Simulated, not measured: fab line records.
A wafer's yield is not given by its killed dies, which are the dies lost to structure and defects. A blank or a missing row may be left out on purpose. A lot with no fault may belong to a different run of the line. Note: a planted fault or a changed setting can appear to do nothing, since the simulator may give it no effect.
A single fault, viewed from 2 desks + flow gf180mcu + each desk has only its own numbers; what lay behind them comes last

DESK OF THE TOOL OWNER: plasma_asher-04
The tool's own readings at GF_V3_STRIP_18 (strips in O2/N2): means of the sampled wafers that have a number, for each lot that ran on this tool. Marked OUT: a lot whose mean sits more than 4 standard deviations from the usual mean, which makes it out of limits; the brackets give that distance.
Columns: A = drypump_motor_current_A at GF_V3_STRIP_18, usual 5.7 A; B = heater_power_w at GF_V3_STRIP_18, usual 320 W; C = o2_flow_sccm at GF_V3_STRIP_18, usual 2999 sccm; D = oes_product_au at GF_V3_STRIP_18, usual 0.591 a.u.
| lot  | first seen here | A   | B   | C    | D     |
|------|-----------------|-----|-----|------|-------|
| L642 | day 21 22:52    | 5.6 | 317 | 2994 | 0.592 |
| L643 | day 22 07:40    | 5.4 | 324 | 2999 | 0.593 |
| L645 | day 23 07:01    | 5.6 | 326 | 3000 | 0.591 |
| L646 | day 23 17:43    | 5.6 | 324 | 3006 | 0.589 |
| L647 | day 23 21:26    | 5.6 | 326 | 3001 | 0.591 |
| L649 | day 25 05:55    | 5.4 | 326 | 2998 | 0.593 |
| L653 | day 26 23:10    | 5.4 | 323 | 2998 | 0.592 |
| L657 | day 27 19:26    | 5.4 | 324 | 2996 | 0.592 |
Finding of this desk: none of the 8 lots has anything out of limits.

AT THE METROLOGY DESK
What the gauges read, lot by lot, whatever tool the lot ran on: means of the sampled wafers that have a number. Marked OUT: a lot whose mean sits more than 4 standard deviations from the usual mean, which makes it out of limits; the brackets give that distance.
Columns: A = M4_ALCU_THK at GF_M4_THK_MEAS_06, usual 445 nm; B = TOP_METAL_ALCU_RS at GF_TOP_METAL_RS_MEAS_05, usual 0.0334 ohm/sq
| lot  | first seen here | A   | B      |
|------|-----------------|-----|--------|
| L642 | day 22 00:26    | 438 | 0.0333 |
| L643 | day 22 09:19    | 440 | 0.0331 |
| L645 | day 23 08:36    | 449 | 0.0331 |
| L646 | day 23 19:19    | 450 | 0.0332 |
| L647 | day 23 22:59    | 449 | 0.0333 |
| L648 | day 24 11:27    | 443 | 0.0332 |
| L649 | day 25 07:29    | 453 | 0.0339 |
| L653 | day 27 00:49    | 444 | 0.0337 |
| L657 | day 27 21:01    | 445 | 0.0335 |
| L656 | day 28 02:20    | 433 | 0.0336 |
| L662 | day 28 18:08    | 445 | 0.0336 |
| L661 | day 29 00:02    | 443 | 0.0338 |
| L663 | day 29 07:28    | 442 | 0.0331 |
Finding of this desk: none of the 13 lots has anything out of limits.

BROUGHT TOGETHER
Nothing out of limits was seen by the tool owner's desk.
At the metrology desk, nothing out of limits was observed.

WHAT WAS PUT IN BY THE SIMULATOR
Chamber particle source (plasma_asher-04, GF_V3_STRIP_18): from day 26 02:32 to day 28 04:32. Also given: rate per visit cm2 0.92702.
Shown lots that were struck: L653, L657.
